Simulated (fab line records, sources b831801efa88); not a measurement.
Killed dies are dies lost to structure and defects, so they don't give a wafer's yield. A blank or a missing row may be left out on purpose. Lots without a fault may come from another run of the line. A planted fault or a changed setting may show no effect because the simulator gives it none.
Which tool did it? | flow gf180mcu | 13 lots, 35 wafers sampled, at 5 steps of a route of 602

WHAT THE GAUGES READ, wafer by wafer
GF_STI_CD_MEAS_12: target cd 220 nm.
lot  | measured    | on        | cd_nm (nm)
L735 | day 2 19:05 | cd_sem-01 | 218.6 218.3 219.0
L734 | day 2 20:02 | cd_sem-01 | 221.8 222.1 220.9
L737 | day 2 20:08 | cd_sem-02 | 222.3 221.7 220.3
L738 | day 3 02:29 | cd_sem-01 | 219.9 219.7 218.4
L739 | day 3 02:53 | cd_sem-01 | 220.3 220.2 220.2
L740 | day 3 08:53 | cd_sem-01 | 220.9 220.9 220.6
L742 | day 3 17:41 | cd_sem-02 | 214.2 218.6 214.4 218.8
L744 | day 4 04:23 | cd_sem-01 | 215.3 215.2
L748 | day 5 00:37 | cd_sem-01 | 216.2 221.4
L749 | day 5 06:46 | cd_sem-02 | 220.1 220.8 220.5
L750 | day 5 10:29 | cd_sem-01 | 219.9 220.6 219.9
L754 | day 6 08:50 | cd_sem-02 | 219.9 219.0 221.1
L755 | day 6 13:04 | cd_sem-02 | 221.8 221.0 221.1

GF_STI_THK_MEAS_22.
lot  | measured    | on            | STI_OXIDATION_01_THK (nm)
L735 | day 2 21:16 | film_metro-04 | 14.6 14.9 14.6
L734 | day 2 22:58 | film_metro-04 | 14.7 14.8 14.7
L737 | day 2 22:58 | film_metro-02 | 14.9 14.9 14.8
L738 | day 3 04:23 | film_metro-04 | 15.0 14.8 14.8
L739 | day 3 05:32 | film_metro-01 | 15.1 15.0 15.2
L740 | day 3 10:43 | film_metro-01 | 14.9 15.0 14.6
L742 | day 4 02:00 | film_metro-04 | 14.9 14.7
L744 | day 4 09:50 | film_metro-04 | 15.3
L748 | day 5 02:28 | film_metro-02 | 14.7 14.5
L749 | day 5 08:36 | film_metro-04 | 14.6 14.4 14.4
L750 | day 5 12:20 | film_metro-04 | 14.3 14.4 14.6
L754 | day 6 10:58 | film_metro-02 | 14.9 15.2 15.0
L755 | day 6 14:55 | film_metro-02 | 15.2 14.9 14.7

GF_NWELL_OVL_MEAS_07.
lot  | measured    | on         | NWELL_OVL (nm)
L735 | day 4 02:26 | overlay-02 | 0.0 0.5 0.1
L734 | day 4 03:23 | overlay-01 | 1.8 1.8 -0.3
L737 | day 4 03:02 | overlay-02 | 1.0 0.7 2.0
L738 | day 4 09:14 | overlay-02 | 0.2 -0.4 0.0
L739 | day 4 10:43 | overlay-01 | -0.2 1.2 2.6
L740 | day 4 14:21 | overlay-02 | 4.6 5.0 5.7
L742 | day 5 00:29 | overlay-01 | -1.0 -0.2
L744 | day 5 10:16 | overlay-02 | 1.0
L748 | day 6 06:33 | overlay-02 | -0.7 -1.1
L749 | day 6 13:32 | overlay-02 | 0.0 0.9 -0.5
L750 | day 6 18:05 | overlay-01 | 4.0 2.2 2.8
L754 | day 7 17:26 | overlay-01 | -0.2 -0.4 0.0
L755 | day 7 21:57 | overlay-02 | 2.5 0.3 2.6

WHICH TOOL RAN EACH LOT (tool, then ch and the chambers of the sampled wafers, then the start)
lot  | GF_STI_COAT_07                   | GF_STI_STRIP_15
L735 | litho_track-04 ch 0, day 2 15:00 | plasma_asher-03 ch 0, day 2 19:22
L734 | litho_track-03 ch 0, day 2 15:29 | plasma_asher-01 ch 0,1, day 2 20:19
L737 | litho_track-04 ch 0, day 2 15:36 | plasma_asher-03 ch 0,1, day 2 20:25
L738 | litho_track-02 ch 0, day 2 21:05 | plasma_asher-03 ch 0,1, day 3 02:46
L739 | litho_track-03 ch 0, day 2 21:14 | plasma_asher-04 ch 0,1, day 3 03:09
L740 | litho_track-04 ch 0, day 3 02:14 | plasma_asher-01 ch 0,1, day 3 09:08
L742 | litho_track-03 ch 0, day 3 11:17 | plasma_asher-04 ch 0,1, day 4 00:13
L744 | litho_track-03 ch 0, day 3 21:47 | plasma_asher-01 ch 0, day 4 06:48
L748 | litho_track-03 ch 0, day 4 17:50 | plasma_asher-03 ch 0,1, day 5 00:53
L749 | litho_track-04 ch 0, day 5 00:13 | plasma_asher-03 ch 0,1, day 5 07:01
L750 | litho_track-04 ch 0, day 5 03:35 | plasma_asher-04 ch 0, day 5 10:46
L754 | litho_track-02 ch 0, day 6 02:14 | plasma_asher-04 ch 0,1, day 6 09:07
L755 | litho_track-02 ch 0, day 6 05:52 | plasma_asher-03 ch 0,1, day 6 13:19
- GF_STI_COAT_07: resist thk 700 nm.
- GF_STI_STRIP_15: strips in O2/N2.

WHAT THE TOOLS THEMSELVES READ (means of the sampled wafers that have a number; where no wafer has one, the mark that the record gives instead)
GF_STI_COAT_07.
lot  | tool           | chill_plate_temp_C (C) | resist_line_temp_C (C)
L735 | litho_track-04 | 23.03                  | 22.99
L734 | litho_track-03 | 23.02                  | 23.00
L737 | litho_track-04 | 23.17                  | 22.99
L738 | litho_track-02 | 23.08                  | 22.84
L739 | litho_track-03 | 22.95                  | 22.91
L740 | litho_track-04 | 23.07                  | 22.97
L742 | litho_track-03 | 23.03                  | 23.16
L744 | litho_track-03 | 22.94                  | 22.89
L748 | litho_track-03 | 22.88                  | 22.80
L749 | litho_track-04 | 23.07                  | 23.02
L750 | litho_track-04 | 22.97                  | 22.98
L754 | litho_track-02 | 22.93                  | 22.98
L755 | litho_track-02 | 22.98                  | 23.07

GF_STI_STRIP_15.
lot  | tool            | drypump_motor_current_A (A) | heater_power_w (W) | oes_product_au (a.u.) | strip_time_to_endpoint_s (s)
L735 | plasma_asher-03 | 6.1                         | 337                | 0.380                 | 3.76
L734 | plasma_asher-01 | 5.0                         | 299                | 0.392                 | 3.80
L737 | plasma_asher-03 | 6.0                         | 346                | 0.384                 | 3.78
L738 | plasma_asher-03 | 6.1                         | 341                | 0.387                 | 3.81
L739 | plasma_asher-04 | 5.9                         | 329                | 0.384                 | 3.76
L740 | plasma_asher-01 | 5.1                         | 302                | 0.381                 | 3.73
L742 | plasma_asher-04 | 6.0                         | 330                | 0.354                 | 3.08
L744 | plasma_asher-01 | 5.2                         | 315                | 0.336                 | 2.61
L748 | plasma_asher-03 | 6.0                         | 342                | 0.358                 | 3.16
L749 | plasma_asher-03 | 6.1                         | 345                | 0.380                 | 3.75
L750 | plasma_asher-04 | 6.0                         | 333                | 0.384                 | 3.71
L754 | plasma_asher-04 | 6.0                         | 331                | 0.382                 | 3.70
L755 | plasma_asher-03 | 6.0                         | 348                | 0.383                 | 3.71

THE ANSWER, worked out from the rows above alone
Rule: what is usual is taken from the lots themselves. Put in order of their means at a reading, lots are off if they are a third of the lots or fewer, leave a main group of 4 or more, and stand apart from it by a gap of 3 or more times the standard deviation of the main group's means; of several such gaps the widest counts. A main group whose means are all the same, to the digits that the tables above print for the reading, isn't used. A lot without any number at a reading at which 4 lots or more have one is off too. The other lots that the step has rows for count as sound. The gauges are gone through in route order, then the tools' own readings, and for those a lot's mean is taken as printed above. The first step at which some lot is off is used, and at that step the reading that is off furthest; a lot without a number counts as furthest.
Off: L742, L744, L748, at GF_STI_STRIP_15 (strip_time_to_endpoint_s). The main group: mean 3.75 s, standard deviation 0.036.
A tool fits if, at that step or a process step before it, it ran every lot that is off, and no sound lot after the first of them. One fits: litho_track-03 at GF_STI_COAT_07. Its last sound lot is L739 (day 2 21:14), its first lot that is off L742 (day 3 11:17): a fault that began between those two fits.

WHAT THE SIMULATOR HAD PUT IN
Process parameter drift: litho_track-03, from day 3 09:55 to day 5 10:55, at GF_STI_COAT_07. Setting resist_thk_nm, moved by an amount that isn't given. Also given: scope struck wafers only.
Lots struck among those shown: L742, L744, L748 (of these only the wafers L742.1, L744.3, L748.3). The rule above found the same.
